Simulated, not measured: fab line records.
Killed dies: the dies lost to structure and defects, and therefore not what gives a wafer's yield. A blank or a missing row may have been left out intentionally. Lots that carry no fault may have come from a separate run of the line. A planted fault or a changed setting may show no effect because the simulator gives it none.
fab line records | flow sfq_line
record: lots: 6 wafers: 18 last_day: 91
route steps=325 shown M5@201 A5B@209 R5@212 I5@228 C5@240 M8@325
lots with no fault: from the same line, run without faults
start_h: hours from the record's first day to the start of the lot's first wafer shown | wait_h: time in hours since the lot's previous step | " unchanged from the row above | L1.1+2: several wafers, shown together as one row | - value missing, or start not given | * or withheld: withheld | < > ~ a bound
route shown NAME@n: a module of which the file shows steps, and the number in the route of the first | usual: the fault-free wafers' mean and standard deviation | same: alike in all rows | chamber/n: place in a boat | sites: the reading at each site | _std_site: the values' standard deviation | _edge_site: mean of outer sites minus mean of inner sites | radius_mm: for every site, how far away it sits from the centre of the wafer | mask NAME#n: copy n | behind: the tool/chamber that last shaped the wafer | hold: cause of the lot's hold/its duration in hours/its outcome | device: whichever transistor did not switch (one of n, p or np) | end of line: the route-end tests of the same wafers | a step with no rows: only its recipe | killed: at the first sort, the dies lost to defects and structure; wafer yield is something else | map: per-die view of a wafer (x killed, . not killed, _ where there is no die)
set.NAME: the setting that was run; set.NAME@STEP: the one run at that earlier step | model.NAME: the simulator's own value behind a step, which no gauge read
a table for each step, a row for each wafer; lots at some steps of the route
services: the hour from which a tool's chamber was out of use, counted from the record's first day as start_h (under 0 if before that day), plus the number of hours and why
== steps ==
step: SFQ_TRILAYER_M5_LITHO_EXPOSE_124
recipe: mask_id: M5 na: 0.6 source_shape: conventional sigma_outer: 0.65 target_cd_nm: 700 dose_mj: 14.4
step: SFQ_TRILAYER_M5_LITHO_PEB_126
recipe: peb_temp_c: 115 peb_time_s: 60 resist: KrF
step: SFQ_TRILAYER_M5_LITHO_DEVELOP_125
recipe: time_s: 60 resist: KrF
step: SFQ_M5_OVL_MEAS_932
usual: M5_OVL: -2/5.8
columns lot.wafer tool chamber start_h wait_h M5_OVL[nm]
L248.1 overlay-01 - 1322.66 0.1 -8
L248.2 " - " " 3
L248.6 " - " " -5
L250.2 overlay-01 - 1359.99 0.1 -15
L250.3 " - " " -8
L250.5 " - " " -4
L259.1 overlay-01 - 1433.34 0.1 -4
L259.2 " - " " -1
L259.4 " - " " -1
L260.3 overlay-01 - 1438.12 0.1 -12
L260.5 " - " " -8
L260.6 " - " " -16
L261.2 overlay-01 - 1454.83 0.1 -17
L261.5 " - " " -11
L261.6 " - " " -8
L265.1 overlay-02 - 1482.88 0.1 2
L265.3 " - " " 0
L265.4 " - " " -1
step: SFQ_TRILAYER_M5_BARC_OPEN_METAL_ETCH_161
recipe: mask_material: PR chemistry: O2 target_depth_nm: 125 target: BARC icp_w: 600 bias_w: 80 pressure_mtorr: 10 time_s: 41.7
usual: chamber_pressure_mTorr: 9.999/0.0091 drypump_motor_current_A: 5.3/0.42 oes_product_au: 0.686/0.0046 rf_fwd_power_W: 594.2/1.9
columns lot.wafer tool chamber start_h wait_h chamber_pressure_mTorr drypump_motor_current_A oes_product_au rf_fwd_power_W rf_hours_counter_h
L248.1 rie_metal-01 0 1322.69 0.0 10.002 5.9 0.683 593.2 48
L248.2 " 1 " " 9.995 5.0 0.688 594.5 38
L248.6 " 1 " " 10.019 5.0 0.686 595.1 -
L250.2 rie_metal-03 0 1360.02 0.0 9.997 5.6 0.689 592.8 104
L250.3 " 0 " " 10.000 5.6 0.688 593.1 -
L250.5 " 1 " " 10.001 4.9 0.683 592.0 -
L259.1 rie_metal-03 1 1433.38 0.0 10.010 4.9 0.689 594.5 125
L259.2 " 0 " " 10.000 5.6 0.676 590.6 113
L259.4 " 0 " " 9.997 5.7 0.686 595.0 -
L260.3 rie_metal-01 1 1438.16 0.0 10.003 5.0 0.685 595.2 -
L260.5 " 1 " " 10.001 5.0 0.683 594.1 -
L260.6 " 0 " " 9.990 5.8 0.694 596.6 -
L261.2 rie_metal-03 0 1454.88 0.0 9.992 5.6 0.684 592.4 -
L261.5 " 0 " " 9.997 5.7 0.687 592.8 -
L261.6 " 0 " " 9.998 5.6 0.688 592.2 -
L265.1 rie_metal-02 0 1482.92 0.0 10.002 5.8 0.685 594.2 105
L265.3 " 1 " " 10.000 4.8 0.691 591.6 -
L265.4 " 0 " " 9.987 5.8 0.689 597.5 -
step: SFQ_TRILAYER_M5_ETCH_METAL_ETCH_126
recipe: target: Nb stop_on: SiO2 mask_material: PR over_etch_frac: 0.15 time_s: 203.2 chemistry: Cl2/BCl3 target_depth_nm: 265 icp_w: 600 bias_w: 80 pressure_mtorr: 10
step: SFQ_TRILAYER_M5_STRIP_STRIP_127
recipe: gas: O2 power_w: 200 platen_temp_c: 40 overash_fraction: 0.65 chemistry: O2 pressure_mtorr: 50
step: SFQ_TRILAYER_M5_STRIP_SOLV_CLEAN_128
recipe: chemistry: NMP temp_c: 70 time_s: 600
step: SFQ_TRILAYER_A5B_DEP_PECVD_129
recipe: material: SiO2 temp_c: 150 time_s: 133.33 pressure_torr: 2.4 rf_w: 183.3 precursor: SiH4/N2O target_thk_nm: 600
step: SFQ_TRILAYER_A5B_CMP_CMP_130
recipe: stop_on: Nb down_force_psi: 3 platen_rpm: 60 target_thk_nm: 340.7
step: SFQ_TRILAYER_A5B_METRO_MEASURE_131
step: SFQ_TRILAYER_R5_DEP_SPUTTER_132
recipe: material: Ti base_pressure_pa: 1.33e-06 target_thk_nm: 5 power_w: 2000 time_s: 5 chamber_pressure_pa: 0.4
step: SFQ_TRILAYER_R5_DEP_SPUTTER_133
recipe: material: MoNx base_pressure_pa: 1.33e-06 target_thk_nm: 40 power_w: 1000 time_s: 66.7 chamber_pressure_pa: 0.4
usual: throttle_valve_pct: 29.4/1.1
columns lot.wafer tool chamber start_h wait_h throttle_valve_pct model.MoNx_of_TRILAYER_R5_DEP_SPUTTER_133.thk_nm
L248.1 pvd_sputter-03 - 1328.05 0.0 29.9 39.92
L248.2 " - " " 29.7 39.77
L248.6 " - " " 29.0 39.52
L250.2 pvd_sputter-05 - 1365.36 0.0 30.3 40.28
L250.3 " - " " 29.7 40.59
L250.5 " - " " 27.9 40.62
L259.1 pvd_sputter-04 - 1441.51 0.0 27.7 40.13
L259.2 " - " " 28.7 40.52
L259.4 " - " " 29.5 40.18
L260.3 pvd_sputter-03 - 1443.48 0.0 29.9 39.97
L260.5 " - " " 29.6 16.94
L260.6 " - " " 29.1 39.69
L261.2 pvd_sputter-03 - 1461.05 0.0 29.3 39.13
L261.5 " - " " 29.7 16.62
L261.6 " - " " 28.7 39.65
L265.1 pvd_sputter-04 - 1488.26 0.0 29.9 39.82
L265.3 " - " " 28.8 40.63
L265.4 " - " " 27.8 40.04
step: SFQ_TRILAYER_R5_DEP_SPUTTER_134
recipe: material: Ti base_pressure_pa: 1.33e-06 target_thk_nm: 5 power_w: 2000 time_s: 5 chamber_pressure_pa: 0.4
step: SFQ_R5_RS_MEAS_933
recipe: thk_meas_gauge: four-point-probe reads: Ti_of_TRILAYER_R5_DEP_SPUTTER_134+MoNx_of_TRILAYER_R5_DEP_SPUTTER_133+Ti_of_TRILAYER_R5_DEP_SPUTTER_132
usual: R5_MONX_RS: 7.03/0.072
columns lot.wafer tool chamber start_h wait_h R5_MONX_RS[ohm/sq]
L248.1 film_metro-04 - 1328.12 0.0 7.06
L248.2 " - " " 7.11
L248.6 " - " " 7.16
L250.2 film_metro-01 - 1365.45 0.0 7.00
L250.3 " - " " 6.95
L250.5 " - " " 6.92
L259.1 film_metro-01 - 1441.59 0.0 7.00
L259.2 " - " " 6.97
L259.4 " - " " 7.02
L260.3 film_metro-03 - 1443.59 0.0 7.07
L260.5 " - " " 15.41
L260.6 " - " " 7.14
L261.2 film_metro-04 - 1461.14 0.0 7.21
L261.5 " - " " 15.65
L261.6 " - " " 7.12
L265.1 film_metro-01 - 1488.33 0.0 7.10
L265.3 " - " " 6.95
L265.4 " - " " 7.07
step: SFQ_R5_THK_MEAS_934
recipe: thk_meas_gauge: xrf reads: MoNx_of_TRILAYER_R5_DEP_SPUTTER_133
usual: R5_MONX_THK: 39.8/0.49
columns lot.wafer tool chamber start_h wait_h R5_MONX_THK[nm]
L248.1 film_metro-04 - 1328.24 0.1 39.6
L248.2 " - " " 39.4
L248.6 " - " " 39.2
L250.2 film_metro-01 - 1365.56 0.1 40.0
L250.3 " - " " 40.3
L250.5 " - " " 40.6
L259.1 film_metro-01 - 1441.71 0.1 39.7
L259.2 " - " " 40.2
L259.4 " - " " 39.8
L260.3 film_metro-03 - 1443.69 0.1 39.6
L260.5 " - " " 16.7
L260.6 " - " " 39.2
L261.2 film_metro-04 - 1461.25 0.1 38.7
L261.5 " - " " 16.4
L261.6 " - " " 39.2
L265.1 film_metro-01 - 1488.45 0.1 39.4
L265.3 " - " " 40.1
L265.4 " - " " 39.7
step: SFQ_TRILAYER_R5_LITHO_COAT_141
recipe: resist: BARC spin_rpm: 3000 resist_thk_nm: 62
step: SFQ_TRILAYER_R5_LITHO_COAT_136
recipe: resist: KrF spin_rpm: 3000 resist_thk_nm: 600
step: SFQ_TRILAYER_R5_LITHO_SOFTBAKE_140
recipe: temp_c: withheld time_s: withheld resist: KrF
step: SFQ_TRILAYER_R5_LITHO_EXPOSE_137
recipe: mask_id: R5 na: 0.6 source_shape: conventional sigma_outer: 0.65 target_cd_nm: 500 dose_mj: 14.4
step: SFQ_TRILAYER_R5_LITHO_PEB_139
recipe: peb_temp_c: 115 peb_time_s: 60 resist: KrF
step: SFQ_TRILAYER_R5_LITHO_DEVELOP_138
recipe: time_s: 60 resist: KrF
step: SFQ_R5_OVL_MEAS_935
usual: R5_OVL: -2/5.5
columns lot.wafer tool chamber start_h wait_h R5_OVL[nm]
L248.1 overlay-01 - 1486.15 0.1 0
L248.2 " - " " -3
L248.6 " - " " 3
L250.2 overlay-01 - 1517.48 0.1 -3
L250.3 " - " " 1
L250.5 " - " " 3
L259.1 overlay-01 - 1587.07 0.1 -13
L259.2 " - " " -10
L259.4 " - " " -12
L260.3 overlay-02 - 1588.28 0.1 -14
L260.5 " - " " -7
L260.6 " - " " -8
L261.2 overlay-01 - 1599.08 0.1 0
L261.5 " - " " -10
L261.6 " - " " -2
L265.1 overlay-01 - 1623.52 0.1 2
L265.3 " - " " -2
L265.4 " - " " 4
step: SFQ_TRILAYER_R5_BARC_OPEN_METAL_ETCH_177
recipe: mask_material: PR chemistry: O2 target_depth_nm: 125 target: BARC icp_w: 600 bias_w: 80 pressure_mtorr: 10 time_s: 41.7
usual: chamber_pressure_mTorr: 10.000/0.0092 drypump_motor_current_A: 5.4/0.48 oes_product_au: 0.685/0.0045 rf_fwd_power_W: 593.1/2.3
columns lot.wafer tool chamber start_h wait_h chamber_pressure_mTorr drypump_motor_current_A oes_product_au rf_fwd_power_W rf_hours_counter_h
L248.1 rie_metal-03 1 1486.18 0.0 9.998 4.9 0.690 594.3 0
L248.2 " 0 " " 9.998 5.7 0.683 593.9 122
L248.6 " 1 " " 10.016 4.9 0.688 594.5 -
L250.2 rie_metal-03 0 1517.51 0.0 10.001 5.7 0.685 589.4 1
L250.3 " 1 " " 10.008 4.9 0.684 591.7 -
L250.5 " 0 " " 9.985 5.6 0.686 592.5 -
L259.1 rie_metal-03 1 1587.11 0.0 9.999 4.9 0.692 593.4 14
L259.2 " 0 " " 10.005 5.6 0.681 594.0 10
L259.4 " 1 " " 9.994 4.9 0.685 592.7 -
L260.3 rie_metal-01 0 1588.33 0.0 10.005 5.8 0.689 592.7 -
L260.5 " 1 " " 10.013 5.0 0.680 594.4 -
L260.6 " 0 " " 9.987 5.8 0.676 593.9 -
L261.2 rie_metal-01 1 1599.11 0.0 9.987 5.0 0.685 597.6 71
L261.5 " 0 " " 9.993 5.8 0.686 593.6 -
L261.6 " 1 " " 9.987 5.0 0.681 594.3 -
L265.1 rie_metal-04 0 1623.55 0.0 10.001 5.0 0.685 591.1 82
L265.3 " 1 " " 10.007 6.2 0.688 590.3 -
L265.4 " 0 " " 9.997 5.0 0.684 590.6 -
step: SFQ_TRILAYER_R5_ETCH_METAL_ETCH_139
recipe: stop_on: SiO2 mask_material: PR chemistry: Cl2 target_depth_nm: 60 icp_w: 600 bias_w: 80 pressure_mtorr: 10 time_s: 40
step: SFQ_TRILAYER_R5_STRIP_STRIP_140
recipe: gas: O2 power_w: 200 platen_temp_c: 40 overash_fraction: 0.65 chemistry: O2 pressure_mtorr: 50
usual: chamber_pressure_mTorr: 49.99/0.045 drypump_motor_current_A: 5.4/0.48 oes_product_au: 1.001/0.0075
columns lot.wafer tool chamber start_h wait_h chamber_pressure_mTorr drypump_motor_current_A oes_product_au rf_hours_counter_h
L248.1 rie_metal-03 1 1486.30 0.0 50.03 4.9 1.003 1
L248.2 " 0 " " 50.01 5.7 1.001 122
L248.6 " 1 " " 49.91 4.9 0.993 -
L250.2 rie_metal-03 0 1517.63 0.0 50.04 5.7 0.994 1
L250.3 " 1 " " 49.92 4.9 1.000 -
L250.5 " 0 " " 49.94 5.6 0.996 -
L259.1 rie_metal-03 1 1587.23 0.0 50.00 4.9 0.987 14
L259.2 " 0 " " 49.93 5.7 1.008 10
L259.4 " 1 " " 50.04 4.9 0.996 -
L260.3 rie_metal-01 0 1588.63 0.2 49.97 5.8 1.005 -
L260.5 " 1 " " 49.93 5.0 0.994 -
L260.6 " 0 " " 49.99 5.8 1.008 -
L261.2 rie_metal-01 1 1599.23 0.0 50.04 5.0 0.994 71
L261.5 " 0 " " 50.02 5.8 1.009 -
L261.6 " 1 " " 49.99 5.0 1.007 -
L265.1 rie_metal-04 0 1623.67 0.0 49.93 5.0 1.007 83
L265.3 " 1 " " 49.96 6.2 1.007 -
L265.4 " 0 " " 49.98 5.1 1.007 -
step: SFQ_TRILAYER_R5_STRIP_SOLV_CLEAN_141
recipe: chemistry: NMP temp_c: 70 time_s: 600
step: SFQ_TRILAYER_A5C_DEP_PECVD_142
recipe: material: SiO2 temp_c: 150 time_s: 15.556 pressure_torr: 2.4 rf_w: 183.3 precursor: SiH4/N2O target_thk_nm: 70
step: SFQ_TRILAYER_I5_LITHO_COAT_149
recipe: resist: BARC spin_rpm: 3000 resist_thk_nm: 62
step: SFQ_TRILAYER_I5_LITHO_COAT_144
recipe: resist: KrF spin_rpm: 3000 resist_thk_nm: 650
step: SFQ_TRILAYER_I5_LITHO_SOFTBAKE_148
recipe: temp_c: withheld time_s: withheld resist: KrF
step: SFQ_TRILAYER_I5_LITHO_EXPOSE_145
recipe: mask_id: I5 na: 0.6 source_shape: conventional sigma_outer: 0.65 target_cd_nm: 700 dose_mj: 21.3
step: SFQ_TRILAYER_I5_LITHO_PEB_147
recipe: peb_temp_c: 115 peb_time_s: 60 resist: KrF
step: SFQ_TRILAYER_I5_LITHO_DEVELOP_146
recipe: time_s: 60 resist: KrF
step: SFQ_I5_OVL_MEAS_936
usual: I5_OVL: -1/4.9
columns lot.wafer tool chamber start_h wait_h I5_OVL[nm]
L248.1 overlay-02 - 1622.32 0.1 -4
L248.2 " - " " -7
L248.6 " - " " -9
L250.2 overlay-02 - 1656.08 0.1 -2
L250.3 " - " " 6
L250.5 " - " " 4
L259.1 overlay-02 - 1730.37 0.1 1
L259.2 " - " " 5
L259.4 " - " " 0
L260.3 overlay-02 - 1731.58 0.1 2
L260.5 " - " " 0
L260.6 " - " " 1
L261.2 overlay-02 - 1737.57 0.1 1
L261.5 " - " " 0
L261.6 " - " " 1
L265.1 overlay-01 - 1750.77 0.1 1
L265.3 " - " " 0
L265.4 " - " " -2
step: SFQ_TRILAYER_I5_BARC_OPEN_VIA_ETCH_200
recipe: mask_material: PR chemistry: O2 target_depth_nm: 125 target: BARC source_w: 500 bias_w: 80 pressure_mtorr: 30 time_s: 41.7
step: SFQ_TRILAYER_I5_ETCH_VIA_ETCH_147
recipe: stop_on: Nb mask_material: PR chemistry: CHF3 target_depth_nm: 360 source_w: 500 bias_w: 80 pressure_mtorr: 30 time_s: withheld
usual: chamber_pressure_mTorr: 30.005/0.026 drypump_motor_current_A: 5.5/0.44 oes_product_au: 0.990/0.0059 rf_fwd_power_W: 498.7/1.6
columns lot.wafer tool chamber start_h wait_h chamber_pressure_mTorr drypump_motor_current_A oes_product_au rf_fwd_power_W
L248.1 rie_diel-03 3 1622.39 0.0 29.990 4.9 0.990 499.7
L248.2 " 0 " " 30.014 4.8 0.996 501.3
L248.6 " 2 " " 30.003 5.7 0.992 498.5
L250.2 rie_diel-03 0 1656.15 0.0 30.026 4.8 0.991 496.5
L250.3 " 1 " " 29.975 5.6 0.983 500.8
L250.5 " 0 " " 30.005 4.8 0.988 497.9
L259.1 rie_diel-01 2 1730.44 0.0 30.025 5.8 0.998 498.9
L259.2 " 1 " " 30.019 4.9 0.990 497.5
L259.4 " 2 " " 30.043 5.8 0.988 497.3
L260.3 rie_diel-04 0 1731.64 0.0 30.010 5.7 0.983 504.8
L260.5 " 2 " " 29.904 5.4 0.989 498.8
L260.6 " 0 " " 29.981 5.8 0.983 499.6
L261.2 rie_diel-03 2 1737.64 0.0 29.994 5.7 0.991 499.4
L261.5 " 3 " " 30.006 4.9 0.987 500.2
L261.6 " 1 " " 29.995 5.6 0.984 499.0
L265.1 rie_diel-01 1 1750.86 0.0 29.965 4.9 0.990 497.2
L265.3 " 0 " " 30.027 6.4 0.993 497.6
L265.4 " 1 " " 30.016 4.9 0.998 499.2
step: SFQ_TRILAYER_I5_STRIP_STRIP_148
recipe: gas: O2 power_w: 200 platen_temp_c: 40 overash_fraction: 0.65 chemistry: O2 pressure_mtorr: 50
usual: chamber_pressure_mTorr: 50.01/0.043 drypump_motor_current_A: 5.3/0.48 oes_product_au: 0.998/0.012
columns lot.wafer tool chamber start_h wait_h chamber_pressure_mTorr drypump_motor_current_A oes_product_au rf_hours_counter_h
L248.1 rie_metal-02 1 1622.54 - 50.08 4.8 0.981 67
L248.2 " 0 " " 50.02 5.8 1.007 122
L248.6 " 0 " " 49.90 5.8 1.009 -
L250.2 rie_metal-03 0 1656.50 - 50.03 5.7 0.991 -
L250.3 " 0 " " 50.02 5.6 1.009 -
L250.5 " 0 " " 49.92 5.7 1.001 -
L259.1 rie_metal-04 0 1730.59 - 49.97 5.0 1.004 94
L259.2 " 1 " " 49.96 6.2 1.003 59
L259.4 " 1 " " 50.04 6.2 0.992 -
L260.3 rie_metal-02 0 1731.99 - 50.02 5.8 1.010 -
L260.5 " 1 " " 50.03 4.8 0.995 -
L260.6 " 0 " " 50.01 5.8 1.013 -
L261.2 rie_metal-03 0 1737.79 - 50.03 5.6 0.994 30
L261.5 " 1 " " 50.09 4.9 0.993 -
L261.6 " 0 " " 50.01 5.6 1.003 -
L265.1 rie_metal-02 1 1751.09 - 50.01 4.8 1.001 82
L265.3 " 0 " " 49.96 5.8 1.024 -
L265.4 " 1 " " 49.96 4.8 1.000 -
step: SFQ_TRILAYER_I5_STRIP_SOLV_CLEAN_149
recipe: chemistry: NMP temp_c: 70 time_s: 600
step: SFQ_TRILAYER_C5_LITHO_COAT_156
recipe: resist: BARC spin_rpm: 3000 resist_thk_nm: 62
step: SFQ_TRILAYER_C5_LITHO_COAT_151
recipe: resist: KrF spin_rpm: 3000 resist_thk_nm: 650
step: SFQ_TRILAYER_C5_LITHO_SOFTBAKE_155
recipe: temp_c: withheld time_s: withheld resist: KrF
step: SFQ_M8_BOW_MEAS_951
recipe: mode: bow
usual: M8_BOW: 10/9.5
columns lot.wafer tool chamber start_h wait_h M8_BOW[um] model.etest.r5.ohm_um model.etest.r5.ohm_sq model.etest.c5.link_ohm
L248.1 film_metro-02 - 2000.00 0.0 6 14.17 7.072 8.02
L248.2 " - " " -3 14.25 7.099 8.061
L248.6 " - " " 6 14.35 7.144 8.089
L250.2 film_metro-03 - 2017.48 0.0 6 13.98 7.008 7.948
L250.3 " - " " 8 13.88 6.955 7.913
L250.5 " - " " 16 13.88 6.95 7.904
L259.1 film_metro-03 - 2132.19 0.0 21 14.12 7.035 8.011
L259.2 " - " " 17 13.95 6.968 7.934
L259.4 " - " " 14 14.06 7.027 7.987
L260.3 film_metro-01 - 2136.92 0.0 21 14.15 7.062 8.021
L260.5 " - " " 13 33.31 16.66 17.62
L260.6 " - " " 19 14.27 7.114 8.088
L261.2 film_metro-02 - 2138.88 0.0 27 14.48 7.215 8.18
L261.5 " - " " 15 34.04 16.98 17.96
L261.6 " - " " 23 14.27 7.121 8.083
L265.1 film_metro-02 - 2178.64 0.0 15 14.23 7.09 8.047
L265.3 " - " " 18 13.94 6.948 7.902
L265.4 " - " " 24 14.15 7.051 7.996
== services ==
columns tool chamber start_h hours kind
rie_metal-02 1 1315.02 5.8 repair
rie_metal-04 - 1352.83 28.1 pm
rie_metal-04 - 1382.93 0.5 repair
pvd_sputter-03 - 1403.37 6.2 repair
rie_diel-03 2 1441.56 16.3 repair
rie_metal-03 1 1441.72 19.1 repair
rie_metal-04 - 1469.06 1.0 repair
rie_metal-02 - 1479.87 2.8 pm
rie_diel-03 0 1480.59 3.2 repair
rie_metal-04 1 1489.88 6.7 repair
rie_metal-02 - 1496.50 0.5 repair
rie_metal-01 - 1517.06 2.8 pm
rie_diel-03 1 1533.17 4.0 repair
rie_diel-03 0 1566.84 15.5 repair
rie_metal-01 0 1577.70 3.8 repair
rie_metal-02 - 1624.69 14.6 pm
rie_metal-01 0 1624.73 22.1 repair
rie_metal-03 - 1627.91 14.6 pm
rie_metal-01 0 1651.97 2.0 repair
rie_diel-03 - 1661.32 1.1 repair
rie_metal-03 0 1705.11 4.5 repair
rie_metal-03 - 1705.53 1.1 repair
rie_metal-03 - 1712.25 2.8 pm
rie_diel-03 0 1734.46 4.5 repair
== key ==
first_sign: step: SFQ_R5_RS_MEAS_933 reading: R5_MONX_RS direction: up sigmas: 99+ usual: 7.03 struck: 15.53
effect: step: SFQ_R5_THK_MEAS_934 reading: R5_MONX_THK direction: down sigmas: 48 usual: 39.8 struck: 16.6
model_effect: step: SFQ_TRILAYER_R5_DEP_SPUTTER_133 value: MoNx_of_TRILAYER_R5_DEP_SPUTTER_133.thk_nm without: 39.63 struck: 16.78
model_effect: step: SFQ_M8_BOW_MEAS_951 value: etest.r5.ohm_um without: 14.26 struck: 33.67
met_at SFQ_TRILAYER_R5_DEP_SPUTTER_133
struck_wafers L260.5,L261.5
onset_between 1328.05 1443.48
fault: kind: process_parameter_drift tool: pvd_sputter-03 chamber: - onset_h: 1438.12 steps: SFQ_TRILAYER_R5_DEP_SPUTTER_133 channel: target_thk_nm offset: -22.85 shape: step end_h: 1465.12 scope: struck_wafers_only acts_in: these_recipes_only stated: 40
